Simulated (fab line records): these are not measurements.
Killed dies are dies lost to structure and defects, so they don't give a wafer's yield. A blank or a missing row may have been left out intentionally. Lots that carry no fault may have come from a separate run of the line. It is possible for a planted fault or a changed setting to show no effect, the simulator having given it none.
What tool caused it? || flow sky130 || 14 lots with 42 wafers sampled at 5 steps, on a route of 708 steps

## WHAT THE GAUGES SHOWED, per wafer
SKY_VT_ADJUST_LVTN_OVL_MEAS_18. Usual: VT_ADJUST_LVTN_01_OVL -1.2 nm, standard deviation 1.4.
{"lot": "L891", "measured": "day 8 14:25", "on": "overlay-01", "VT_ADJUST_LVTN_01_OVL (nm)": "-2.7 -1.6 -1.1", "flag": ""}
{"lot": "L892", "measured": "day 8 15:22", "on": "overlay-01", "VT_ADJUST_LVTN_01_OVL (nm)": "-2.8 -0.6 -2.1", "flag": ""}
{"lot": "L893", "measured": "day 8 16:19", "on": "overlay-01", "VT_ADJUST_LVTN_01_OVL (nm)": "0.0 -1.5 -0.2", "flag": ""}
{"lot": "L900", "measured": "day 10 09:40", "on": "overlay-02", "VT_ADJUST_LVTN_01_OVL (nm)": "-3.1 -1.6 -3.8", "flag": ""}
{"lot": "L901", "measured": "day 10 18:36", "on": "overlay-02", "VT_ADJUST_LVTN_01_OVL (nm)": "-3.6 -3.3 -3.0", "flag": ""}
{"lot": "L905", "measured": "day 11 23:34", "on": "overlay-02", "VT_ADJUST_LVTN_01_OVL (nm)": "-1.1 0.5 0.2", "flag": ""}
{"lot": "L906", "measured": "day 12 16:31", "on": "overlay-02", "VT_ADJUST_LVTN_01_OVL (nm)": "1.1 -3.2 -0.5", "flag": ""}
{"lot": "L907", "measured": "day 12 21:58", "on": "overlay-01", "VT_ADJUST_LVTN_01_OVL (nm)": "-0.5 1.5 -2.3", "flag": ""}
{"lot": "L908", "measured": "day 13 01:31", "on": "overlay-01", "VT_ADJUST_LVTN_01_OVL (nm)": "0.2 -3.5 0.6", "flag": ""}
{"lot": "L909", "measured": "day 13 04:06", "on": "overlay-01", "VT_ADJUST_LVTN_01_OVL (nm)": "-4.0 -0.4 -1.6", "flag": ""}
{"lot": "L911", "measured": "day 13 15:03", "on": "overlay-02", "VT_ADJUST_LVTN_01_OVL (nm)": "-0.5 -1.9 -2.6", "flag": ""}
{"lot": "L912", "measured": "day 14 02:43", "on": "overlay-02", "VT_ADJUST_LVTN_01_OVL (nm)": "-0.9 -1.2 -0.8", "flag": ""}
{"lot": "L913", "measured": "day 14 13:38", "on": "overlay-02", "VT_ADJUST_LVTN_01_OVL (nm)": "0.5 -0.8 -0.9", "flag": ""}
{"lot": "L914", "measured": "day 14 21:22", "on": "overlay-02", "VT_ADJUST_LVTN_01_OVL (nm)": "-2.2 -3.7 -3.9", "flag": ""}

SKY_SONOS_TUNNEL_CD_MEAS_07: target cd 410 nm. Usual: cd-nm 410.6 nm, standard deviation 2.1.
{"lot": "L891", "measured": "day 12 11:04", "on": "cd-sem-02", "cd-nm (nm)": "410.3 408.7 410.2", "flag": ""}
{"lot": "L892", "measured": "day 12 12:20", "on": "cd-sem-02", "cd-nm (nm)": "412.5 412.7 411.8", "flag": ""}
{"lot": "L893", "measured": "day 12 15:37", "on": "cd-sem-01", "cd-nm (nm)": "409.8 409.5 409.7", "flag": ""}
{"lot": "L900", "measured": "day 14 13:56", "on": "cd-sem-02", "cd-nm (nm)": "412.1 414.6 412.5", "flag": ""}
{"lot": "L901", "measured": "day 15 00:43", "on": "cd-sem-02", "cd-nm (nm)": "409.0 408.6 407.4", "flag": ""}
{"lot": "L905", "measured": "day 16 09:43", "on": "cd-sem-01", "cd-nm (nm)": "410.8 412.9 410.2", "flag": ""}
{"lot": "L906", "measured": "day 17 03:38", "on": "cd-sem-01", "cd-nm (nm)": "411.1 414.3 411.0", "flag": ""}
{"lot": "L907", "measured": "day 17 10:53", "on": "cd-sem-02", "cd-nm (nm)": "410.0 409.7 412.4", "flag": ""}
{"lot": "L908", "measured": "day 17 16:22", "on": "cd-sem-01", "cd-nm (nm)": "411.6 411.8 410.1", "flag": ""}
{"lot": "L909", "measured": "day 17 18:09", "on": "cd-sem-01", "cd-nm (nm)": "411.4 410.3 410.3", "flag": ""}
{"lot": "L911", "measured": "day 18 07:19", "on": "cd-sem-01", "cd-nm (nm)": "414.1 411.4 413.0", "flag": ""}
{"lot": "L912", "measured": "day 18 19:27", "on": "cd-sem-01", "cd-nm (nm)": "410.3 411.8 409.9", "flag": ""}
{"lot": "L913", "measured": "day 19 08:16", "on": "cd-sem-01", "cd-nm (nm)": "411.1 413.4 412.7", "flag": ""}
{"lot": "L914", "measured": "day 19 17:55", "on": "cd-sem-02", "cd-nm (nm)": "412.4 414.2 414.2", "flag": ""}

SKY_LDD_P_CD_MEAS_07: target cd 380 nm. Usual: cd-nm 380.2 nm, standard deviation 2.5.
{"lot": "L891", "measured": "day 20 04:54", "on": "cd-sem-01", "cd-nm (nm)": "378.6 378.4 377.8", "flag": ""}
{"lot": "L892", "measured": "day 20 10:43", "on": "cd-sem-02", "cd-nm (nm)": "378.3 379.7 381.0", "flag": ""}
{"lot": "L893", "measured": "day 20 16:09", "on": "cd-sem-01", "cd-nm (nm)": "382.8 383.3 380.1", "flag": ""}
{"lot": "L900", "measured": "day 22 20:26", "on": "cd-sem-02", "cd-nm (nm)": "397.2 396.3 398.9", "flag": "OFF"}
{"lot": "L901", "measured": "day 23 06:44", "on": "cd-sem-02", "cd-nm (nm)": "401.5 398.6 399.9", "flag": "OFF"}
{"lot": "L905", "measured": "day 24 21:45", "on": "cd-sem-02", "cd-nm (nm)": "382.9 385.3 386.0", "flag": ""}
{"lot": "L906", "measured": "day 25 07:14", "on": "cd-sem-01", "cd-nm (nm)": "377.3 379.6 378.5", "flag": ""}
{"lot": "L907", "measured": "day 25 19:13", "on": "cd-sem-01", "cd-nm (nm)": "376.3 378.4 375.4", "flag": ""}
{"lot": "L908", "measured": "day 25 21:33", "on": "cd-sem-02", "cd-nm (nm)": "375.9 377.0 377.4", "flag": ""}
{"lot": "L909", "measured": "day 27 06:35", "on": "cd-sem-02", "cd-nm (nm)": "384.0 380.9 384.2", "flag": ""}
{"lot": "L911", "measured": "day 27 08:28", "on": "cd-sem-02", "cd-nm (nm)": "378.0 380.9 379.1", "flag": ""}
{"lot": "L912", "measured": "day 27 08:13", "on": "cd-sem-02", "cd-nm (nm)": "380.6 379.8 378.2", "flag": ""}
{"lot": "L913", "measured": "day 27 14:51", "on": "cd-sem-01", "cd-nm (nm)": "378.3 378.9 377.4", "flag": ""}
{"lot": "L914", "measured": "day 28 01:11", "on": "cd-sem-01", "cd-nm (nm)": "382.5 383.1 382.6", "flag": ""}

SKY_LDD_HVP_OVL_MEAS_07. Usual: LDD_HVP_OVL 0.0 nm, standard deviation 1.4.
{"lot": "L891", "measured": "day 22 18:01", "on": "overlay-01", "LDD_HVP_OVL (nm)": "1.0 2.3 -0.8", "flag": ""}
{"lot": "L892", "measured": "day 22 21:25", "on": "overlay-01", "LDD_HVP_OVL (nm)": "1.2 -0.2 -0.7", "flag": ""}
{"lot": "L893", "measured": "day 23 04:09", "on": "overlay-02", "LDD_HVP_OVL (nm)": "-1.6 -1.6 0.7", "flag": ""}
{"lot": "L900", "measured": "day 25 08:32", "on": "overlay-01", "LDD_HVP_OVL (nm)": "-1.3 -2.1 -1.0", "flag": ""}
{"lot": "L901", "measured": "day 25 19:04", "on": "overlay-01", "LDD_HVP_OVL (nm)": "1.3 -0.1 -1.3", "flag": ""}
{"lot": "L905", "measured": "day 27 09:06", "on": "overlay-01", "LDD_HVP_OVL (nm)": "1.6 0.6 1.6", "flag": ""}
{"lot": "L906", "measured": "day 27 18:19", "on": "overlay-02", "LDD_HVP_OVL (nm)": "-0.7 -0.8 -2.0", "flag": ""}
{"lot": "L907", "measured": "day 28 05:42", "on": "overlay-01", "LDD_HVP_OVL (nm)": "-0.1 0.7 0.3", "flag": ""}
{"lot": "L908", "measured": "day 28 09:00", "on": "overlay-02", "LDD_HVP_OVL (nm)": "0.9 -2.5 -1.5", "flag": ""}
{"lot": "L909", "measured": "day 29 16:04", "on": "overlay-01", "LDD_HVP_OVL (nm)": "-0.2 0.4 -1.6", "flag": ""}
{"lot": "L911", "measured": "day 29 19:20", "on": "overlay-02", "LDD_HVP_OVL (nm)": "-0.2 -0.3 -0.4", "flag": ""}
{"lot": "L912", "measured": "day 29 17:57", "on": "overlay-01", "LDD_HVP_OVL (nm)": "2.0 2.4 2.3", "flag": ""}
{"lot": "L913", "measured": "day 29 23:20", "on": "overlay-01", "LDD_HVP_OVL (nm)": "0.4 -2.2 -0.5", "flag": ""}
{"lot": "L914", "measured": "day 30 09:39", "on": "overlay-01", "LDD_HVP_OVL (nm)": "-0.1 -1.5 -1.9", "flag": ""}

## WHICH TOOL RAN EACH LOT (tool, then ch and the chambers of the sampled wafers, then the start)
{"lot": "L891", "SKY_LDD_P_DEVELOP_06": "litho-track-02 ch 0, day 20 04:45"}
{"lot": "L892", "SKY_LDD_P_DEVELOP_06": "litho-track-03 ch 0, day 20 10:34"}
{"lot": "L893", "SKY_LDD_P_DEVELOP_06": "litho-track-02 ch 0, day 20 16:00"}
{"lot": "L900", "SKY_LDD_P_DEVELOP_06": "litho-track-03 ch 0, day 22 20:18"}
{"lot": "L901", "SKY_LDD_P_DEVELOP_06": "litho-track-03 ch 0, day 23 06:36"}
{"lot": "L905", "SKY_LDD_P_DEVELOP_06": "litho-track-02 ch 0, day 24 21:36"}
{"lot": "L906", "SKY_LDD_P_DEVELOP_06": "litho-track-02 ch 0, day 25 07:06"}
{"lot": "L907", "SKY_LDD_P_DEVELOP_06": "litho-track-02 ch 0, day 25 19:04"}
{"lot": "L908", "SKY_LDD_P_DEVELOP_06": "litho-track-02 ch 0, day 25 21:24"}
{"lot": "L909", "SKY_LDD_P_DEVELOP_06": "litho-track-01 ch 0, day 27 06:26"}
{"lot": "L911", "SKY_LDD_P_DEVELOP_06": "litho-track-02 ch 0, day 27 08:19"}
{"lot": "L912", "SKY_LDD_P_DEVELOP_06": "litho-track-03 ch 0, day 27 08:04"}
{"lot": "L913", "SKY_LDD_P_DEVELOP_06": "litho-track-01 ch 0, day 27 14:43"}
{"lot": "L914", "SKY_LDD_P_DEVELOP_06": "litho-track-03 ch 0, day 28 00:58"}
- SKY_LDD_P_DEVELOP_06: develop time 60 s.

## AS READ BY THE TOOLS THEMSELVES (means over the sampled wafers that have a number; for cases with no such wafer, the mark the record gives instead)
The record holds no such reading with a usual standard deviation.

## THE ANSWER, worked out from the rows above alone
Rule: take the mean of a lot's wafers that have a number; if it is more than 3 standard deviations from the usual mean, the lot is off. Also off: a lot with no number at a reading for which 4 or more lots have one. The other lots that the step has rows for count as sound. The gauges are gone through in route order, then the tools' own readings, and for those a lot's mean is taken as printed above. The first step at which some lot is off is used, and at that step the reading that is off furthest; a lot without a number counts as furthest.
Off: L900, L901, at SKY_LDD_P_CD_MEAS_07 (cd-nm).
If a tool, at a process step before that reading, ran all the lots that are off and no sound lot after the first of them, it fits. Those tools and the gauges at SKY_LDD_P_CD_MEAS_07 are tried in the same way. Not one of the candidates tried fits.

## WHAT HAD BEEN PUT IN BY THE SIMULATOR
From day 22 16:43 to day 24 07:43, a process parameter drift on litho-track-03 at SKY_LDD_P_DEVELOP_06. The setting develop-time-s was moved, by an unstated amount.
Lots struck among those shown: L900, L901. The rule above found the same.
